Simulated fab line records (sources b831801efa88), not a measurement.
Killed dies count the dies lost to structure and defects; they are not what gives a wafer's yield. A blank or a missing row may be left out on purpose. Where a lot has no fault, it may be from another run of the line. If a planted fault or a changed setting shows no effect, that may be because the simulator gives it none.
fab line records | flow sfq-line | part 2 of 2: steps 28 to 34 of 34
[record] lots = 5 wafers = 15 last-day = 92
route steps=325 shown L0@11 L0V@16 M0@28 I0@43
lots untouched by any fault: they come from a run of this same line in which no faults occurred
start-h: hours from the record's opening day to when the first of the lot's shown wafers began | wait-h: hours from the lot's prior step to this one | " unchanged from the row above | L1.1+2: a row that stands for several wafers | - value missing, or start not given | * or withheld: withheld | < > ~ a bound
route shown NAME@n: NAME is a module with steps in the file, n the number in the route of the first one | usual: mean/standard deviation of fault-free wafers | same: alike in all rows | chamber/n: place in a boat | sites: the reading at each site | _std_site: how widely they spread, as a standard deviation | _edge_site: inner sites' mean taken away from outer sites' mean | radius-mm: for every site, how far away it sits from the centre of the wafer | mask NAME#n: copy n | behind: the tool/chamber that last shaped the wafer | hold: why the lot went on hold/how many hours it stayed there/how the hold came to an end | device: the n, p or np transistor that did not switch | end of line: the same wafers' tests at the end of the route | a step without rows: its recipe alone | killed: not the wafer's yield, but the dies lost to structure and defects at the first sort | map: dies across one wafer; x = killed, . = not, _ = none there
set.NAME: setting as actually run; set.NAME@STEP: the setting as run at that earlier step | model.NAME: the simulator's own value behind a step, which no gauge read
a table for each step, a row for each wafer; lots at some steps of the route
services: when a tool's chamber went out of use (start-h, in hours from the record's first day, below 0 if earlier), for how many hours, and the reason
[[steps]]
[step SFQ_TRILAYER_M0_BARC_OPEN_METAL_ETCH_031]
[recipe] mask-material = PR chemistry = O2 target-depth-nm = 125 target = BARC icp-w = 600 bias-w = 80 pressure-mtorr = 10 time-s = 41.7
[usual] chamber-pressure-mTorr = 9.999/0.0094 drypump-motor-current-A = 6.09/0.28 oes-product-au = 0.685/0.0048 rf-fwd-power-W = 595.1/2.6
// columns lot.wafer tool chamber start-h wait-h chamber-pressure-mTorr drypump-motor-current-A oes-product-au rf-fwd-power-W rf-hours-counter-h
L074.2 rie-metal-02 1 252.25 0.0 9.996 5.90 0.684 596.9 14
L074.4 " 1 " " 10.006 5.90 0.693 593.3 -
L074.5 " 1 " " 10.018 5.89 0.690 594.5 -
L077.1 rie-metal-02 1 269.17 0.0 10.006 5.90 0.684 598.6 15
L077.2 " 0 " " 9.986 6.24 0.682 596.9 71
L077.5 " 1 " " 10.002 5.94 0.689 599.3 -
L083.1 rie-metal-02 0 327.52 0.0 9.987 6.22 0.680 596.1 83
L083.2 " 1 " " 9.995 5.92 0.683 597.5 26
L083.6 " 1 " " 9.984 5.91 0.687 598.7 -
L090.1 rie-metal-02 0 390.89 0.0 10.012 6.27 0.683 597.4 93
L090.2 " 1 " " 9.993 5.90 0.689 595.1 37
L090.6 " 0 " " 9.998 6.30 0.677 599.9 -
L097.1 rie-metal-02 0 446.27 0.0 9.995 6.22 0.690 599.1 100
L097.3 " 0 " " 9.991 6.22 0.681 596.4 -
L097.4 " 1 " " 9.994 5.87 0.683 599.7 -
[step SFQ_TRILAYER_M0_ETCH_METAL_ETCH_024]
[recipe] target = Nb stop-on = SiO2 mask-material = PR chemistry = Cl2/Ar target-depth-nm = 240 icp-w = 600 bias-w = 80 pressure-mtorr = 10 time-s = 120
[usual] chamber-pressure-mTorr = 10.000/0.0086 drypump-motor-current-A = 6.09/0.29 oes-product-au = 0.893/0.0067 rf-fwd-power-W = 597.7/1.9
// columns lot.wafer tool chamber start-h wait-h chamber-pressure-mTorr drypump-motor-current-A oes-product-au rf-fwd-power-W rf-hours-counter-h
L074.2 rie-metal-02 1 252.31 0.0 10.001 5.88 0.880 595.2 14
L074.4 " 1 " " 9.985 5.90 0.890 600.5 -
L074.5 " 1 " " 10.005 5.91 0.876 595.1 -
L077.1 rie-metal-02 1 269.23 0.0 9.996 5.91 0.893 597.7 15
L077.2 " 0 " " 10.003 6.23 0.885 597.2 71
L077.5 " 1 " " 10.012 5.88 0.888 597.9 -
L083.1 rie-metal-02 0 327.58 0.0 9.989 6.25 0.905 595.1 83
L083.2 " 1 " " 10.004 5.89 0.898 594.0 26
L083.6 " 1 " " 9.991 5.88 0.903 597.5 -
L090.1 rie-metal-02 0 390.95 0.0 9.993 6.28 0.900 599.7 93
L090.2 " 1 " " 9.995 5.89 0.895 603.7 37
L090.6 " 0 " " 10.003 6.22 0.891 601.1 -
L097.1 rie-metal-02 0 446.33 0.0 10.003 6.25 0.897 597.8 100
L097.3 " 0 " " 10.011 6.28 0.898 596.6 -
L097.4 " 1 " " 10.002 5.87 0.901 598.8 -
[step SFQ_TRILAYER_M0_STRIP_STRIP_025]
[recipe] gas = O2 power-w = 200 platen-temp-c = 40 overash-fraction = 0.65 chemistry = O2 pressure-mtorr = 50
[usual] chamber-pressure-mTorr = 50.00/0.048 drypump-motor-current-A = 6.09/0.29 oes-product-au = 1.001/0.0097
// columns lot.wafer tool chamber start-h wait-h chamber-pressure-mTorr drypump-motor-current-A oes-product-au rf-hours-counter-h
L074.2 rie-metal-02 1 252.43 0.1 50.00 5.87 1.005 14
L074.4 " 1 " " 50.01 5.90 1.021 -
L074.5 " 1 " " 50.00 5.91 1.012 -
L077.1 rie-metal-02 1 269.36 0.1 50.03 5.90 1.018 15
L077.2 " 0 " " 50.02 6.25 1.005 71
L077.5 " 1 " " 50.03 5.90 1.010 -
L083.1 rie-metal-02 0 327.71 0.1 50.05 6.24 0.994 83
L083.2 " 1 " " 50.02 5.88 1.008 27
L083.6 " 1 " " 49.92 5.91 1.018 -
L090.1 rie-metal-02 0 391.08 0.1 50.05 6.27 1.000 93
L090.2 " 1 " " 50.01 5.88 1.007 37
L090.6 " 0 " " 49.99 6.24 1.000 -
L097.1 rie-metal-02 0 446.45 0.1 49.91 6.25 0.995 100
L097.3 " 0 " " 50.00 6.21 0.998 -
L097.4 " 1 " " 50.05 5.91 0.987 -
[step SFQ_TRILAYER_M0_STRIP_SOLV_CLEAN_026]
[recipe] chemistry = NMP temp-c = 70 time-s = 600
// columns lot.wafer tool chamber start-h wait-h
L074.2+4+5 wet-bench-02 3,1,4 253.03 0.4
L077.1+2+5 wet-bench-02 1,3,0 269.96 0.4
L083.1+2+6 wet-bench-03 3,2,5 328.31 0.4
L090.1+2+6 wet-bench-01 6,5,1 391.68 0.4
L097.1+3+4 wet-bench-01 2,3,4 447.05 0.4
[step SFQ_TRILAYER_I0_DEP_PECVD_027]
[recipe] material = SiO2 temp-c = 150 time-s = 111.11 pressure-torr = 2.4 rf-w = 183.3 precursor = SiH4/N2O target-thk-nm = 500
[usual] heater-power-w = 84/18 rf-fwd-power-W = 182.3/0.54 throttle-valve-pct = 24.4/1.5
// columns lot.wafer tool chamber start-h wait-h heater-power-w rf-fwd-power-W throttle-valve-pct
L074.2 pecvd-03 2 253.21 0.0 91 181.6 24.4
L074.4 " 0 " " 90 181.8 21.9
L074.5 " 1 " " 113 182.3 22.4
L077.1 pecvd-03 1 270.13 0.0 116 183.0 22.6
L077.2 " 0 " " 100 182.7 22.2
L077.5 " 0 " " 102 182.4 22.0
L083.1 pecvd-02 2 328.50 0.0 84 181.7 26.1
L083.2 " 1 " " 78 181.9 23.9
L083.6 " 1 " " 80 180.8 24.3
L090.1 pecvd-02 1 391.87 0.0 89 183.2 23.9
L090.2 " 1 " " 90 182.4 23.9
L090.6 " 1 " " 84 182.1 24.1
L097.1 pecvd-03 2 447.23 0.0 85 182.1 25.0
L097.3 " 1 " " 102 182.5 23.3
L097.4 " 2 " " 91 182.2 24.7
[step SFQ_TRILAYER_I0_CMP_CMP_028]
[recipe] material = SiO2 down-force-psi = 3 platen-rpm = 60 pad-velocity-m-s = 0.94248
[usual] head-pressure-psi = 3.000/0.006 motor-current-A = 10.5/1.4 slurry-flow-ml-min = 150.0/0.47 time-to-endpoint-s = 215/8.2
// columns lot.wafer tool chamber start-h wait-h head-pressure-psi motor-current-A slurry-flow-ml-min time-to-endpoint-s
L074.4 cmp-02 2 253.78 0.5 2.996 9.5 149.4 231
L074.2 " 0 254.78 1.5 3.005 9.3 150.4 212
L074.5 " 1 " " 3.004 13.3 149.5 227
L077.1 cmp-02 2 270.71 0.5 3.010 9.9 150.2 212
L077.2 " 0 271.71 1.5 3.000 9.5 150.7 209
L077.5 " 1 " " 2.995 13.2 150.2 222
L083.1 cmp-01 2 334.83 6.3 3.007 10.6 149.8 221
L083.2 " 1 336.33 7.8 2.993 11.4 149.9 220
L083.6 " 2 " " 2.992 9.9 149.3 230
L090.2 cmp-02 1 392.57 0.6 3.006 12.9 151.4 229
L090.1 " 2 " " 3.000 10.1 149.4 221
L090.6 " 1 394.57 2.5 3.000 13.4 150.1 227
L097.4 cmp-02 1 448.10 0.8 2.994 13.8 150.0 227
L097.1 " 2 " " 3.000 10.5 149.9 219
L097.3 " 3 " " 2.998 10.0 149.8 206
[step SFQ_I0_BOW_MEAS_907]
[recipe] mode = bow
[usual] I0_BOW = 2/7.2
// columns lot.wafer tool chamber start-h wait-h I0_BOW[um]
L074.2 film-metro-02 - 256.30 1.0 3
L074.4 " - " " -8
L074.5 " - " " 6
L077.1 film-metro-04 - 273.21 2.0 1
L077.2 " - " " 16
L077.5 " - " " 3
L083.1 film-metro-03 - 337.83 2.5 -10
L083.2 " - " " 1
L083.6 " - " " 0
L090.1 film-metro-02 - 395.57 2.0 -5
L090.2 " - " " -6
L090.6 " - " " 4
L097.1 film-metro-04 - 451.10 2.0 -8
L097.3 " - " " 1
L097.4 " - " " 10
[[services]]
// columns tool chamber start-h hours kind
krf-scanner-01 - 66.94 1.0 pm
cmp-02 - 67.11 4.0 pm
krf-scanner-01 - 71.23 0.6 repair
cmp-02 - 74.11 13.0 pm
rie-diel-04 1 80.69 3.9 repair
rie-metal-04 - 83.50 0.7 repair
krf-scanner-02 - 98.09 1.0 pm
rie-metal-04 - 122.35 2.8 pm
krf-scanner-02 - 123.88 0.8 repair
rie-metal-02 1 134.63 2.8 repair
rie-metal-02 0 136.72 4.3 repair
rie-metal-04 1 166.51 7.1 repair
rie-metal-02 - 172.43 0.8 repair
krf-scanner-02 - 191.39 4.0 pm
krf-scanner-02 - 217.01 1.3 pm
rie-metal-02 - 253.29 14.6 pm
rie-metal-04 - 259.33 0.8 repair
krf-scanner-02 - 266.31 1.0 pm
krf-scanner-02 - 278.49 0.9 repair
rie-metal-04 - 336.13 1.4 pm
krf-scanner-02 - 343.05 3.6 pm
krf-scanner-02 - 350.21 0.8 pm
krf-scanner-02 - 392.96 1.3 pm
krf-scanner-02 - 435.21 1.0 pm
